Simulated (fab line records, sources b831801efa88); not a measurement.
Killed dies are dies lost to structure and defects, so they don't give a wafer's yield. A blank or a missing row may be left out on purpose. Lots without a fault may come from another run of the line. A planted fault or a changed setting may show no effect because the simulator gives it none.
Which tool did it? | flow sky130 | 15 lots, 45 wafers sampled, at 5 steps of a route of 708

WHAT THE GAUGES READ, wafer by wafer
SKY_POLY_GATE_CD_MEAS_22.
lot  | measured     | on        | cd_nm (nm)
L424 | day 16 23:23 | cd_sem-01 | 151.4 152.2 150.0
L427 | day 18 07:46 | cd_sem-01 | 147.5 146.6 147.1
L428 | day 18 10:42 | cd_sem-02 | 148.5 150.1 150.4
L430 | day 19 20:16 | cd_sem-01 | 144.7 145.0 150.2
L431 | day 20 02:41 | cd_sem-01 | 147.7 149.8 150.3
L432 | day 20 06:55 | cd_sem-01 | 152.6 152.4 148.7
L433 | day 20 12:17 | cd_sem-01 | 145.1 143.8 145.7
L434 | day 20 23:59 | cd_sem-01 | 151.0 150.6 148.6
L438 | day 22 10:18 | cd_sem-01 | 153.5 151.7 153.6
L439 | day 22 20:56 | cd_sem-01 | 151.9 153.4 154.0
L440 | day 22 21:53 | cd_sem-02 | 148.7 149.1 150.2
L442 | day 23 22:49 | cd_sem-01 | 152.0 150.1 149.8
L441 | day 24 01:55 | cd_sem-02 | 151.4 151.0 151.9
L444 | day 24 12:06 | cd_sem-01 | 149.5 149.7 146.3
L445 | day 24 16:08 | cd_sem-02 | 146.9 150.4 151.2

SKY_LDD_P_CD_MEAS_07: target cd 380 nm.
lot  | measured     | on        | cd_nm (nm)
L424 | day 19 12:29 | cd_sem-02 | 377 376 377
L427 | day 20 23:04 | cd_sem-01 | 383 383 383
L428 | day 21 00:19 | cd_sem-01 | 373 376 377
L430 | day 22 10:07 | cd_sem-02 | 376 378 376
L431 | day 22 15:49 | cd_sem-02 | 380 377 380
L432 | day 22 21:10 | cd_sem-02 | 384 386 383
L433 | day 23 01:38 | cd_sem-02 | 377 380 380
L434 | day 23 14:44 | cd_sem-02 | 380 382 381
L438 | day 24 22:07 | cd_sem-02 | 381 382 381
L439 | day 25 08:46 | cd_sem-02 | 382 382 383
L440 | day 25 10:26 | cd_sem-02 | 377 377 377
L442 | day 26 09:55 | cd_sem-02 | 384 384 384
L441 | day 26 14:16 | cd_sem-01 | 387 386 385
L444 | day 26 22:37 | cd_sem-02 | 381 383 381
L445 | day 27 03:44 | cd_sem-02 | 382 379 382

SKY_LDD_LDN_OVL_MEAS_07.
lot  | measured     | on         | LDD_LDN_OVL (nm)
L424 | day 23 09:05 | overlay-01 | -1.3 -1.3 0.9
L427 | day 24 17:23 | overlay-01 | 0.6 0.1 1.0
L428 | day 24 18:27 | overlay-02 | -1.2 1.8 0.2
L430 | day 26 03:03 | overlay-01 | -0.8 1.0 -0.8
L431 | day 26 07:56 | overlay-01 | 1.2 1.6 0.0
L432 | day 26 14:29 | overlay-01 | 1.6 0.8 -2.0
L433 | day 26 18:35 | overlay-02 | 1.5 0.3 0.4
L434 | day 27 07:10 | overlay-02 | 0.5 -1.5 -0.9
L438 | day 28 13:27 | overlay-02 | -2.5 -0.4 -1.8
L439 | day 28 23:41 | overlay-01 | -1.1 -1.0 0.1
L440 | day 29 01:10 | overlay-02 | -0.5 -2.2 1.5
L442 | day 30 00:00 | overlay-02 | -0.5 -1.9 -1.0
L441 | day 30 03:55 | overlay-01 | 0.9 -0.5 -0.9
L444 | day 30 11:37 | overlay-02 | -3.0 -0.3 -1.7
L445 | day 30 16:56 | overlay-02 | -3.5 -2.5 -2.3

SKY_LDD_LDN_TW_MEAS_13.
lot  | measured     | on            | LDD_LDN_TW
L424 | day 23 09:50 | film_metro-03 | 1499 1498 1502
L427 | day 24 18:07 | film_metro-03 | 1503 1498 1486
L428 | day 24 19:11 | film_metro-03 | 1497 1502 1501
L430 | day 26 03:47 | film_metro-03 | 1507 1498 1505
L431 | day 26 08:40 | film_metro-03 | 1501 1500 1509
L432 | day 26 15:13 | film_metro-03 | 1375 1381 1383 1381 1374 1380
L433 | day 26 19:20 | film_metro-04 | 1353 1356 1354 1340 1345 1356
L434 | day 27 07:55 | film_metro-04 | 1349 1354 1347 1345 1363 1346
L438 | day 28 14:11 | film_metro-01 | 1473 1476 1476
L439 | day 29 00:25 | film_metro-04 | 1473 1469 1467
L440 | day 29 01:55 | film_metro-04 | 1456 1465 1466
L442 | day 30 00:44 | film_metro-03 | 1504 1498 1496
L441 | day 30 04:40 | film_metro-01 | 1488 1487 1488
L444 | day 30 12:22 | film_metro-04 | 1470 1455 1461
L445 | day 30 17:41 | film_metro-04 | 1458 1461 1461

WHICH TOOL RAN EACH LOT (tool, then ch and the chambers of the sampled wafers, then the start)
lot  | SKY_LDD_LDN_IMPLANT_11
L424 | implanter-03 ch 0, day 23 09:35
L427 | implanter-01 ch 0, day 24 17:53
L428 | implanter-04 ch 0, day 24 18:57
L430 | implanter-01 ch 0, day 26 03:33
L431 | implanter-03 ch 0, day 26 08:26
L432 | implanter-04, day 26 14:59
L433 | implanter-03, day 26 19:05
L434 | implanter-01, day 27 07:40
L438 | implanter-01 ch 0, day 28 13:57
L439 | implanter-01 ch 0, day 29 00:11
L440 | implanter-01 ch 0, day 29 01:40
L442 | implanter-03 ch 0, day 30 00:30
L441 | implanter-01 ch 0, day 30 04:27
L444 | implanter-04 ch 0, day 30 12:09
L445 | implanter-01 ch 0, day 30 17:28
- SKY_LDD_LDN_IMPLANT_11

WHAT THE TOOLS THEMSELVES READ (means of the sampled wafers that have a number; where no wafer has one, the mark that the record gives instead)
SKY_LDD_LDN_IMPLANT_11.
lot  | tool         | beam_energy_keV | beam_on_s (s) | dose_ions_cm2
L424 | implanter-03 | 14.993          | 9.92          | 1.25e+13
L427 | implanter-01 | 14.996          | 9.96          | 1.25e+13
L428 | implanter-04 | 14.998          | 10.17         | 1.25e+13
L430 | implanter-01 | 15.004          | 9.94          | 1.25e+13
L431 | implanter-03 | 15.004          | 9.84          | 1.25e+13
L432 | implanter-04 | -               | -             | -
L433 | implanter-03 | -               | -             | -
L434 | implanter-01 | -               | -             | -
L438 | implanter-01 | 15.004          | 9.99          | 1.25e+13
L439 | implanter-01 | 14.997          | 10.05         | 1.25e+13
L440 | implanter-01 | 15.000          | 10.09         | 1.25e+13
L442 | implanter-03 | 14.999          | 9.89          | 1.25e+13
L441 | implanter-01 | 14.998          | 10.05         | 1.25e+13
L444 | implanter-04 | 14.998          | 9.79          | 1.25e+13
L445 | implanter-01 | 14.996          | 9.89          | 1.25e+13

THE ANSWER, worked out from the rows above alone
Rule: what is usual is taken from the lots themselves. Put in order of their means at a reading, lots are off if they are a third of the lots or fewer, leave a main group of 4 or more, and stand apart from it by a gap of 3 or more times the standard deviation of the main group's means; of several such gaps the widest counts. A main group whose means are all the same, to the digits that the tables above print for the reading, isn't used. A lot without any number at a reading at which 4 lots or more have one is off too. The other lots that the step has rows for count as sound. The gauges are gone through in route order, then the tools' own readings, and for those a lot's mean is taken as printed above. The first step at which some lot is off is used, and at that step the reading that is off furthest; a lot without a number counts as furthest.
Off: L432, L433, L434, at SKY_LDD_LDN_TW_MEAS_13 (LDD_LDN_TW). The main group: mean 1485, standard deviation 17.
A tool fits if, at a process step before that reading, it ran every lot that is off, and no sound lot after the first of them. The gauges at SKY_LDD_LDN_TW_MEAS_13 aren't tried: what is off there is off at SKY_LDD_LDN_IMPLANT_11 too, on other tools, and a gauge's error can't cause that. None of those tried fits.

WHAT THE SIMULATOR HAD PUT IN
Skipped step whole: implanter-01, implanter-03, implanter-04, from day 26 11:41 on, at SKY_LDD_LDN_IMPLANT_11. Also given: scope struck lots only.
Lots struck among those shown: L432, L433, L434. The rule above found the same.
